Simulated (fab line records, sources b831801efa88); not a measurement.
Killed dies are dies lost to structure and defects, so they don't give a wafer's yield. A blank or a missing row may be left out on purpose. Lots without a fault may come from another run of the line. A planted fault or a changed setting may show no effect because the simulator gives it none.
Which tool did it? | flow sfq_line | 14 lots, 42 wafers sampled, at 2 steps of a route of 325

WHAT THE GAUGES READ, wafer by wafer
SFQ_M0_RS_MEAS_904: measures by four-point-probe. Usual: M0_NB_RS 0.887 ohm/sq, standard deviation 0.0088.
lot  | measured     | on            | M0_NB_RS (ohm/sq) | flag
L930 | day 8 11:56  | film_metro-01 | 0.876 0.893 0.876 |
L931 | day 8 19:10  | film_metro-04 | 0.872 0.869 0.881 |
L932 | day 9 01:08  | film_metro-01 | 0.883 0.885 0.886 |
L933 | day 9 04:44  | film_metro-04 | 0.870 0.867 0.876 |
L935 | day 9 23:19  | film_metro-01 | 0.891 0.890 0.891 |
L941 | day 11 11:50 | film_metro-02 | 0.749 0.751 0.752 | OFF
L943 | day 11 23:17 | film_metro-02 | 0.748 0.744 0.753 | OFF
L944 | day 12 06:26 | film_metro-04 | 0.873 0.869 0.875 |
L946 | day 13 01:02 | film_metro-02 | 0.896 0.898 0.899 |
L947 | day 13 13:16 | film_metro-01 | 0.902 0.896 0.896 |
L948 | day 13 22:52 | film_metro-01 | 0.889 0.896 0.887 |
L950 | day 14 12:29 | film_metro-04 | 0.897 0.895 0.898 |
L951 | day 14 17:31 | film_metro-02 | 0.885 0.884 0.892 |
L952 | day 15 00:13 | film_metro-02 | 0.897 0.897 0.892 |

WHICH TOOL RAN EACH LOT (tool, then ch and the chambers of the sampled wafers, then the start)
lot  | SFQ_TRILAYER_M0_DEP_SPUTTER_019
L930 | pvd_sputter-03, day 8 11:51
L931 | pvd_sputter-06, day 8 19:03
L932 | pvd_sputter-05, day 9 01:03
L933 | pvd_sputter-03, day 9 04:39
L935 | pvd_sputter-05, day 9 23:11
L941 | pvd_sputter-06, day 11 11:44
L943 | pvd_sputter-06, day 11 23:08
L944 | pvd_sputter-03, day 12 06:20
L946 | pvd_sputter-05, day 13 00:56
L947 | pvd_sputter-05, day 13 13:10
L948 | pvd_sputter-03, day 13 22:46
L950 | pvd_sputter-05, day 14 12:22
L951 | pvd_sputter-05, day 14 17:22
L952 | pvd_sputter-06, day 15 00:06
- SFQ_TRILAYER_M0_DEP_SPUTTER_019: material Nb, target thk 200 nm, time 133.3 s.

WHAT THE TOOLS THEMSELVES READ (means of the sampled wafers that have a number; where no wafer has one, the mark that the record gives instead)
SFQ_TRILAYER_M0_DEP_SPUTTER_019. Usual: cathode_dc_power_W 2000.0 W, standard deviation 0.34; throttle_valve_pct 29.8 %, standard deviation 1.
lot  | tool           | cathode_dc_power_W (W) | throttle_valve_pct (%) | flag
L930 | pvd_sputter-03 | 2000.2                 | 29.7                   |
L931 | pvd_sputter-06 | 2000.1                 | 30.0                   |
L932 | pvd_sputter-05 | 1999.8                 | 29.8                   |
L933 | pvd_sputter-03 | 1999.8                 | 29.8                   |
L935 | pvd_sputter-05 | 2000.2                 | 30.1                   |
L941 | pvd_sputter-06 | 2375.7                 | 29.3                   | OFF
L943 | pvd_sputter-06 | 2375.5                 | 31.0                   | OFF
L944 | pvd_sputter-03 | 2000.1                 | 29.5                   |
L946 | pvd_sputter-05 | 2000.3                 | 29.9                   |
L947 | pvd_sputter-05 | 1999.7                 | 29.4                   |
L948 | pvd_sputter-03 | 1999.9                 | 29.8                   |
L950 | pvd_sputter-05 | 2000.3                 | 28.7                   |
L951 | pvd_sputter-05 | 1999.9                 | 29.8                   |
L952 | pvd_sputter-06 | 1999.8                 | 29.8                   |

THE ANSWER, worked out from the rows above alone
Rule: a lot is off if the mean of its wafers that have a number lies more than 3 standard deviations from the usual mean. A lot without any number at a reading at which 4 lots or more have one is off too. The other lots that the step has rows for count as sound. The gauges are gone through in route order, then the tools' own readings, and for those a lot's mean is taken as printed above. The first step at which some lot is off is used, and at that step the reading that is off furthest; a lot without a number counts as furthest.
Off: L941, L943, at SFQ_M0_RS_MEAS_904 (M0_NB_RS).
A tool fits if, at a process step before that reading, it ran every lot that is off, and no sound lot after the first of them. The gauges at SFQ_M0_RS_MEAS_904 aren't tried: what is off there is off at SFQ_TRILAYER_M0_DEP_SPUTTER_019 too, on other tools, and a gauge's error can't cause that. None of those tried fits.

WHAT THE SIMULATOR HAD PUT IN
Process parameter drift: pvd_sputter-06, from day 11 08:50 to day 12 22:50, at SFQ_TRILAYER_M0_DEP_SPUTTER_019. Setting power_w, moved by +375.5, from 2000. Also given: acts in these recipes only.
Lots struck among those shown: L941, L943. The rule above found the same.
